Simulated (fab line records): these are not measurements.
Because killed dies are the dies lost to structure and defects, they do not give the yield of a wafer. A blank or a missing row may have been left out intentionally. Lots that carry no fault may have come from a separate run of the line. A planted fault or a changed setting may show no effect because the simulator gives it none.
A struck lot beside a sound one	flow sky130	15 steps out of a route of 708
Sound: these wafers, L343.2, L343.4, L343.5. Struck: wafer L350.3. (L350.2, L350.6 of the same lot were not struck and are left out.) The cause comes at the end.
Each step with rows lists, per side, the tool, then ch with its chambers, then its first start. Under that, the readings that differ: sound wafers	struck wafers	difference of the means	sigmas: that difference in standard deviations of wafers without a fault.
alike: a reading whose means differ by less than 2 such deviations, as well as words and numbers matching on both sides. not compared: withheld readings; readings where some wafer has no value; bounds like >300 that might hide an equal value; numbers whose values overlap and for which the record gives no deviation.
Wherever a step has rows on one side only, a row that says differs or no value, or a row with sigmas, the two part there. When numbers do not overlap yet have no deviation, they are printed without sigmas and do not part them. A reading missing from all wafers of one side parts the sides only when that side holds two or more wafers.

first, 6 steps without rows for these wafers: SKY_VIA4_HMDS_05 (prime time 60 s); SKY_VIA4_COAT_06 (resist thk 1140 nm); SKY_VIA4_SOFTBAKE_07 (time 60 s); SKY_VIA4_EXPOSE_08 (exposes mask VIM4, target cd 800 nm); SKY_VIA4_PEB_09; SKY_VIA4_DEVELOP_10 (develop time 60 s).
SKY_VIA4_OVL_MEAS_11:
  sound: overlay-02 at day 43 00:44; struck: overlay-01 at day 45 01:34
  alike: VIA4_OVL
SKY_VIA4_ETCH_12: etches SiO2 in C4F8/O2/Ar, stops on TiN, target depth 580 nm.
  sound on rie_diel-03 ch 2,3, day 43 00:46; struck on rie_diel-01 ch 3, day 45 01:35
  alike: oes_product_au
SKY_VIA4_STRIP_13: strips in O2/N2.
  sound on plasma_asher-03 ch 0, day 43 00:51; struck on plasma_asher-01 ch 1, day 45 01:40
  alike: drypump_motor_current_A, oes_product_au, strip_time_to_endpoint_s
  not compared: rf_hours_counter_h
then, 3 steps without rows for these wafers: SKY_VIA4_STRIP_14 (strips in post etch residue remover, time 1200 s); SKY_VIA4_CLEAN_15 (cleans in IPA, time 180 s); SKY_VIA4_CLEAN_16 (cleans in O3/DIW).
SKY_VIA4_SPUTTER_17: material TiN, target thk 20 nm, time 80 s.
  sound: pvd_sputter-04 at day 43 01:26; struck: pvd_sputter-01 at day 45 02:15
reading	sound	struck	difference	sigmas
cathode_dc_power_W (W)	3999.8 4000.0 4000.1	4194.0	+194.0	+99 or more
model.TiN_of_VIA4_SPUTTER_17.thk_nm (nm)	19.73 19.66 20.14	21.42	+1.58	
  alike: throttle_valve_pct
SKY_VIA4_CVD_18: deposits W, target thk 505 nm, time 152.14 s.
  sound on cvd_w-01 ch 0,1, day 43 01:30; struck on cvd_w-02 ch 1, day 45 02:19
reading	sound	struck	difference	sigmas
heater_power_w (W)	852 831 853	712	-133	-2
  alike: susceptor_temp_C
-- the record jumps here: 3 days lie between the struck wafers' starts before and after (it left off in module VIA4 and takes up again in module PAD_OPEN, whose first step shown is number 708 of the route) --
SKY_PAD_OPEN_PROBE_99:
  sound: prober-01 at day 46 00:24; struck: prober-02 at day 47 20:37
  alike: defect_limited_yield, killed_at_M0_to_M3, killed_at_M4_up, killed_at_contacts, killed_at_front_end, killed_at_other, killed_dies, killed_open, killed_short, sort_bin_3_pad_short, sort_bin_5_function, sort_bin_6_memory, sort_n_pass, sort_yield_pct

WHERE THEY PART
Earliest at SKY_VIA4_SPUTTER_17; latest, in this record, at SKY_VIA4_CVD_18. Later steps at which nothing parts them and some readings are alike: SKY_PAD_OPEN_PROBE_99.

WHY: what the simulator had put in
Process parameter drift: pvd_sputter-01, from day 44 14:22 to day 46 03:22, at SKY_VIA4_SPUTTER_17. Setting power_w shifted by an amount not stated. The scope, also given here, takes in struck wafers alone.
